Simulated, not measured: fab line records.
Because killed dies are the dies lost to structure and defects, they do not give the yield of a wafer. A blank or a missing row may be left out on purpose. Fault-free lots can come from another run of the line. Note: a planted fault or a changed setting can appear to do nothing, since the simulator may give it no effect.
Matching of chambers	flow sky130	SKY_CONTACT_ETCH_17 on rieDiel-02: 4 sister chambers
The step etches SiO2 in C4F8/O2/Ar, stops on Si3N4, target depth 340 nm. 4 wafers are shown with their chamber, then 10 later ones without.

== WAFERS PAIRED WITH THEIR CHAMBERS ==
wafer	chamber	oesProductAu (a.u.)
L091.1	1	0.895
L091.2	3	0.880
L092.1	0	0.898
L092.3	2	0.885

== WAFERS MISSING THEIR CHAMBER ==
wafer	oesProductAu (a.u.)
L092.6	0.892
L093.3	0.888
L093.5	0.894
L093.6	0.882
L095.1	0.885
L095.5	0.891
L095.6	0.892
L096.2	0.881
L096.4	0.895
L096.6	0.895

== CHAMBER TAKEN BY EACH ==
wafer	from the rows above	in truth
L092.6	can't be placed: 1 or 0 or 2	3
L093.3	can't be placed: 2 or 1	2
L093.5	can't be placed: 1 or 0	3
L093.6	can't be placed: 3 or 2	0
L095.1	2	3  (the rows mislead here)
L095.5	can't be placed: 1 or 2 or 0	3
L095.6	can't be placed: 1 or 0 or 2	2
L096.2	can't be placed: 3 or 2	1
L096.4	can't be placed: 1 or 0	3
L096.6	can't be placed: 1 or 0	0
0 of 10 placed correctly. These rows do not allow placing 9 (true chamber among the candidates in 3). Placed wrongly: 1.
How it was worked out, from the rows above alone: a wafer's distance from a chamber is the root of the sum, over the readings, of the square of ((its reading less the chamber's mean) divided by the reading's scatter). The wafer belongs to the nearest chamber; if the next one is less than 2 further off, it can't be placed. A chamber's mean is the mean of its shown wafers. The scatter: with one shown wafer a chamber, the root of the mean of the squares of how far each hidden wafer lies from its nearest shown one.
